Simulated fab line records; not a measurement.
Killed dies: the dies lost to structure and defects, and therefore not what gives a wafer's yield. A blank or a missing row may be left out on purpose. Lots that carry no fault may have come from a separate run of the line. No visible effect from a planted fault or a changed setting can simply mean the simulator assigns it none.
Which tool is to blame? | flow sky130 | 24 lots, 72 wafers sampled, at 6 steps of a route of 708

## WHAT THE GAUGES READ, wafer by wafer
SKY_METAL2_THK_MEAS_06: measures by xrf. Usual: METAL2_ALCU_THK typically reads 250.6 nm, with standard deviation 2.9.
lot  | measured     | on           | METAL2_ALCU_THK (nm) | flag
L074 | day 34 22:30 | filmMetro-01 | 250.6 245.0 248.6    | 
L075 | day 35 05:38 | filmMetro-01 | 251.2 246.0 246.2    | 
L076 | day 35 16:04 | filmMetro-02 | 253.4 252.7 253.5    | 
L077 | day 35 23:53 | filmMetro-02 | 250.8 249.7 249.4    | 
L078 | day 36 09:10 | filmMetro-02 | 252.7 251.6 251.6    | 
L079 | day 36 12:34 | filmMetro-02 | 253.6 254.1 253.1    | 
L080 | day 36 20:11 | filmMetro-02 | 252.6 250.4 248.8    | 
L081 | day 37 05:26 | filmMetro-01 | 251.8 252.7 250.6    | 
L082 | day 37 14:45 | filmMetro-01 | 243.7 242.8 244.7    | 
L083 | day 37 18:02 | filmMetro-02 | 253.1 254.2 253.8    | 
L084 | day 38 01:28 | filmMetro-03 | 250.3 249.5 250.0    | 
L085 | day 38 14:20 | filmMetro-01 | 253.1 247.8 249.8    | 
L086 | day 38 16:33 | filmMetro-02 | 249.0 249.6 250.8    | 
L087 | day 39 05:23 | filmMetro-01 | 251.3 253.4 254.0    | 
L088 | day 39 07:25 | filmMetro-01 | 248.9 250.8 247.1    | 
L089 | day 39 14:40 | filmMetro-01 | 249.8 248.4 246.3    | 
L090 | day 39 16:54 | filmMetro-03 | 250.4 254.8 249.9    | 
L091 | day 40 04:41 | filmMetro-03 | 253.6 257.3 255.9    | 
L092 | day 40 17:01 | filmMetro-02 | 247.6 246.7 249.3    | 
L093 | day 40 18:15 | filmMetro-03 | 253.4 250.7 252.3    | 
L094 | day 40 21:15 | filmMetro-01 | 252.2 252.1 253.2    | 
L095 | day 41 03:47 | filmMetro-02 | 246.2 248.5 247.0    | 
L096 | day 41 14:22 | filmMetro-01 | 253.4 254.6 250.4    | 
L097 | day 41 22:33 | filmMetro-01 | 252.3 248.9 252.3    | 

SKY_VIA3_THK_MEAS_01. Usual: VIA3_HDPCVD_THK typically reads 1629 nm, with standard deviation 16.
lot  | measured     | on           | VIA3_HDPCVD_THK (nm) | flag
L074 | day 39 13:25 | filmMetro-01 | 1569 1631 1603       | 
L075 | day 39 20:36 | filmMetro-04 | 1634 1631 1621       | 
L076 | day 40 05:07 | filmMetro-01 | 1637 1625 1636       | 
L077 | day 40 12:04 | filmMetro-03 | 1646 1630 1636       | 
L078 | day 40 22:35 | filmMetro-03 | 1666 1649 1644       | 
L079 | day 41 01:22 | filmMetro-04 | 1613 1622 1639       | 
L080 | day 41 06:06 | filmMetro-04 | 1648 1654 1642       | 
L081 | day 41 17:14 | filmMetro-03 | 1617 1637 1628       | 
L082 | day 42 00:42 | filmMetro-04 | 1627 1609 1632       | 
L083 | day 42 04:45 | filmMetro-01 | 1622 1644 1621       | 
L084 | day 42 10:55 | filmMetro-03 | 1608 1616 1637       | 
L085 | day 42 23:08 | filmMetro-01 | 1623 1624 1620       | 
L086 | day 43 01:26 | filmMetro-03 | 1614 1602 1619       | 
L087 | day 43 11:15 | filmMetro-01 | 1628 1627 1611       | 
L088 | day 43 13:20 | filmMetro-04 | 1623 1617 1622       | 
L089 | day 43 20:46 | filmMetro-03 | 1642 1653 1662       | 
L090 | day 43 22:59 | filmMetro-03 | 1630 1647 1638       | 
L091 | day 44 07:58 | filmMetro-04 | 1637 1647 1594       | 
L092 | day 44 20:47 | filmMetro-01 | 1639 1631 1634       | 
L093 | day 44 22:44 | filmMetro-01 | 1659 1644 1646       | 
L094 | day 45 01:51 | filmMetro-01 | 1635 1626 1608       | 
L095 | day 45 06:38 | filmMetro-04 | 1641 1630 1635       | 
L096 | day 45 15:53 | filmMetro-01 | 1644 1650 1651       | 
L097 | day 45 22:34 | filmMetro-01 | 1641 1632 1632       | 

SKY_VIA4_BOW_MEAS_03. Usual: VIA4_BOW typically reads 80 um, with standard deviation 8.2.
lot  | measured     | on           | VIA4_BOW (um) | flag
L074 | day 42 21:14 | filmMetro-01 | 80 79 85      | 
L075 | day 43 03:22 | filmMetro-01 | 77 92 79      | 
L076 | day 43 09:40 | filmMetro-04 | 79 87 66      | 
L077 | day 43 17:23 | filmMetro-01 | 69 80 90      | 
L078 | day 44 03:56 | filmMetro-01 | 78 68 70      | 
L079 | day 44 05:17 | filmMetro-01 | 71 84 70      | 
L080 | day 44 09:14 | filmMetro-04 | 76 68 82      | 
L081 | day 44 20:37 | filmMetro-04 | 83 80 78      | 
L082 | day 45 04:05 | filmMetro-04 | 87 89 90      | 
L083 | day 45 08:13 | filmMetro-04 | 93 85 81      | 
L084 | day 45 13:27 | filmMetro-02 | 80 93 80      | 
L085 | day 45 22:43 | filmMetro-04 | 77 87 77      | 
L086 | day 46 01:40 | filmMetro-04 | 78 79 92      | 
L087 | day 46 10:28 | filmMetro-01 | 63 65 71      | 
L088 | day 46 12:11 | filmMetro-02 | 97 83 91      | 
L089 | day 46 19:06 | filmMetro-04 | 73 81 94      | 
L090 | day 46 22:22 | filmMetro-04 | 85 69 68      | 
L091 | day 47 07:10 | filmMetro-02 | 86 84 85      | 
L092 | day 47 16:35 | filmMetro-02 | 87 102 83     | 
L093 | day 47 19:40 | filmMetro-04 | 74 80 94      | 
L094 | day 47 21:49 | filmMetro-04 | 74 73 65      | 
L095 | day 48 03:04 | filmMetro-02 | 81 77 79      | 
L096 | day 48 11:24 | filmMetro-02 | 69 75 81      | 
L097 | day 48 17:52 | filmMetro-02 | 70 89 73      | 

SKY_VIA4_RS_MEAS_19: uses a four-point probe to measure. Usual: VIA4_W_RS typically reads 0.2286 ohm/sq, with standard deviation 0.0028.
lot  | measured     | on           | VIA4_W_RS (ohm/sq)   | flag
L074 | day 43 20:39 | filmMetro-04 | 0.2312 0.2332 0.2283 | 
L075 | day 44 03:28 | filmMetro-02 | 0.2289 0.2285 0.2267 | 
L076 | day 44 09:52 | filmMetro-04 | 0.2361 0.2316 0.2341 | 
L077 | day 44 17:14 | filmMetro-01 | 0.2233 0.2220 0.2234 | 
L078 | day 45 03:22 | filmMetro-04 | 0.2303 0.2291 0.2252 | 
L079 | day 45 05:21 | filmMetro-02 | 0.2308 0.2307 0.2346 | 
L080 | day 45 08:32 | filmMetro-01 | 0.2317 0.2311 0.2325 | 
L081 | day 45 18:20 | filmMetro-02 | 0.2311 0.2280 0.2278 | 
L082 | day 46 03:01 | filmMetro-02 | 0.2308 0.2284 0.2321 | 
L083 | day 46 06:35 | filmMetro-01 | 0.2319 0.2270 0.2271 | 
L084 | day 46 11:53 | filmMetro-02 | 0.2266 0.2238 0.2283 | 
L085 | day 46 20:55 | filmMetro-02 | 0.2259 0.2247 0.2264 | 
L086 | day 46 23:07 | filmMetro-04 | 0.2233 0.2283 0.2292 | 
L087 | day 47 08:27 | filmMetro-02 | 0.2270 0.2281 0.2270 | 
L088 | day 47 09:27 | filmMetro-02 | 0.2289 0.2265 0.2247 | 
L089 | day 47 16:50 | filmMetro-01 | 0.2289 0.2302 0.2274 | 
L090 | day 47 18:52 | filmMetro-02 | 0.2278 0.2289 0.2298 | 
L091 | day 48 04:12 | filmMetro-02 | 0.2309 0.2260 0.2307 | 
L092 | day 48 13:02 | filmMetro-04 | 0.2301 0.2233 0.2307 | 
L093 | day 48 16:09 | filmMetro-02 | 0.2286 0.2309 0.2289 | 
L094 | day 48 17:46 | filmMetro-04 | 0.2259 0.2267 0.2305 | 
L095 | day 48 23:14 | filmMetro-04 | 0.2289 0.2239 0.2271 | 
L096 | day 49 06:56 | filmMetro-04 | 0.2269 0.2287 0.2267 | 
L097 | day 49 14:11 | filmMetro-01 | 0.2326 0.2287 0.2271 | 

## TOOL THAT RAN EACH LOT (tool first, then ch and the chambers of the sampled wafers, then the start)
lot  | SKY_METAL4_SPUTTER_03       | SKY_METAL4_SPUTTER_04
L074 | pvdSputter-01, day 40 17:09 | pvdSputter-01, day 40 17:10
L075 | pvdSputter-01, day 40 23:30 | pvdSputter-01, day 40 23:31
L076 | pvdSputter-03, day 41 07:54 | pvdSputter-03, day 41 07:55
L077 | pvdSputter-04, day 41 14:40 | pvdSputter-04, day 41 14:41
L078 | pvdSputter-04, day 42 01:26 | pvdSputter-04, day 42 01:26
L079 | pvdSputter-04, day 42 03:20 | pvdSputter-04, day 42 03:22
L080 | pvdSputter-03, day 42 08:37 | pvdSputter-03, day 42 08:38
L081 | pvdSputter-04, day 42 20:13 | pvdSputter-04, day 42 20:14
L082 | pvdSputter-01, day 43 02:40 | pvdSputter-01, day 43 02:41
L083 | pvdSputter-01, day 43 07:28 | pvdSputter-01, day 43 07:29
L084 | pvdSputter-01, day 43 13:03 | pvdSputter-01, day 43 13:04
L085 | pvdSputter-01, day 44 00:18 | pvdSputter-01, day 44 00:19
L086 | pvdSputter-03, day 44 02:08 | pvdSputter-03, day 44 02:10
L087 | pvdSputter-01, day 44 11:55 | pvdSputter-01, day 44 11:56
L088 | pvdSputter-03, day 44 13:49 | pvdSputter-03, day 44 13:50
L089 | pvdSputter-01, day 44 22:10 | pvdSputter-01, day 44 22:11
L090 | pvdSputter-01, day 45 00:26 | pvdSputter-01, day 45 00:27
L091 | pvdSputter-04, day 45 09:43 | pvdSputter-04, day 45 09:44
L092 | pvdSputter-04, day 45 19:52 | pvdSputter-04, day 45 19:53
L093 | pvdSputter-03, day 45 22:23 | pvdSputter-03, day 45 22:23
L094 | pvdSputter-03, day 46 01:31 | pvdSputter-03, day 46 01:32
L095 | pvdSputter-03, day 46 06:58 | pvdSputter-03, day 46 06:59
L096 | pvdSputter-04, day 46 15:22 | pvdSputter-04, day 46 15:23
L097 | pvdSputter-03, day 46 22:45 | pvdSputter-03, day 46 22:46
- SKY_METAL4_SPUTTER_03: material Ti, target thk 5 nm, time 3.3 s.
- SKY_METAL4_SPUTTER_04: material TiN, target thk 70 nm, time 58.3 s.

## AS READ BY THE TOOLS THEMSELVES (means over the sampled wafers that have a number; for cases with no such wafer, the mark the record gives instead)
SKY_METAL4_SPUTTER_03. Usual: cathodeDcPowerW 3000.0 W, standard deviation 0.53; throttleValvePct 30.0 %, standard deviation 1.2.
lot  | tool          | cathodeDcPowerW (W) | throttleValvePct (%) | flag
L074 | pvdSputter-01 | 3000.0              | 30.3                 | 
L075 | pvdSputter-01 | 3000.0              | 29.5                 | 
L076 | pvdSputter-03 | 2999.8              | 29.6                 | 
L077 | pvdSputter-04 | 2999.8              | 30.6                 | 
L078 | pvdSputter-04 | 3000.2              | 31.3                 | 
L079 | pvdSputter-04 | 3000.3              | 30.7                 | 
L080 | pvdSputter-03 | 3000.1              | 29.5                 | 
L081 | pvdSputter-04 | 2999.9              | 30.5                 | 
L082 | pvdSputter-01 | 3000.4              | 29.4                 | 
L083 | pvdSputter-01 | 3000.5              | 30.4                 | 
L084 | pvdSputter-01 | 3000.4              | 30.3                 | 
L085 | pvdSputter-01 | 2999.3              | 30.4                 | 
L086 | pvdSputter-03 | 2999.9              | 29.6                 | 
L087 | pvdSputter-01 | 2999.8              | 29.3                 | 
L088 | pvdSputter-03 | 2999.9              | 29.5                 | 
L089 | pvdSputter-01 | 3000.2              | 30.5                 | 
L090 | pvdSputter-01 | 3000.1              | 30.4                 | 
L091 | pvdSputter-04 | 2999.9              | 30.5                 | 
L092 | pvdSputter-04 | 3000.0              | 30.7                 | 
L093 | pvdSputter-03 | 3000.3              | 29.8                 | 
L094 | pvdSputter-03 | 3000.0              | 29.9                 | 
L095 | pvdSputter-03 | 2999.7              | 28.7                 | 
L096 | pvdSputter-04 | 3000.1              | 30.3                 | 
L097 | pvdSputter-03 | 3000.5              | 28.7                 | 

SKY_METAL4_SPUTTER_04. Usual: cathodeDcPowerW 6499.9 W, standard deviation 1.2; throttleValvePct 29.9 %, standard deviation 1.2.
lot  | tool          | cathodeDcPowerW (W) | throttleValvePct (%) | flag
L074 | pvdSputter-01 | 6499.5              | 30.4                 | 
L075 | pvdSputter-01 | 6499.6              | 29.4                 | 
L076 | pvdSputter-03 | 6500.9              | 29.3                 | 
L077 | pvdSputter-04 | 6501.1              | 30.7                 | 
L078 | pvdSputter-04 | 6501.1              | 31.2                 | 
L079 | pvdSputter-04 | 6501.7              | 30.7                 | 
L080 | pvdSputter-03 | 6499.3              | 29.5                 | 
L081 | pvdSputter-04 | 6501.0              | 30.5                 | 
L082 | pvdSputter-01 | 6500.0              | 29.8                 | 
L083 | pvdSputter-01 | 6500.1              | 30.5                 | 
L084 | pvdSputter-01 | 6500.5              | 30.4                 | 
L085 | pvdSputter-01 | 6498.5              | 30.5                 | 
L086 | pvdSputter-03 | 6500.3              | 29.5                 | 
L087 | pvdSputter-01 | 6499.7              | 29.3                 | 
L088 | pvdSputter-03 | 6499.1              | 29.4                 | 
L089 | pvdSputter-01 | 6499.8              | 30.4                 | 
L090 | pvdSputter-01 | 6499.3              | 30.3                 | 
L091 | pvdSputter-04 | 6499.2              | 30.5                 | 
L092 | pvdSputter-04 | 6499.1              | 30.6                 | 
L093 | pvdSputter-03 | 6499.3              | 29.9                 | 
L094 | pvdSputter-03 | 6500.4              | 29.8                 | 
L095 | pvdSputter-03 | 6499.2              | 28.5                 | 
L096 | pvdSputter-04 | 6500.6              | 30.5                 | 
L097 | pvdSputter-03 | 6499.5              | 28.4                 | 

## THE ANSWER, worked out from the rows above alone
Rule: lot off if the mean of its wafers having a number is beyond 3 standard deviations from the usual mean. A lot without any number at a reading at which 4 lots or more have one is off too. Any other lot the step has rows for is counted as sound. First the gauges in route order, then the tools' own readings, where a lot's mean is used as printed above. The first step at which some lot is off is used, and at that step the reading that is off furthest; a lot without a number counts as furthest.
No lot is off on any of the readings shown, so nothing can be concluded from this.

## WHAT THE SIMULATOR HAD PUT IN
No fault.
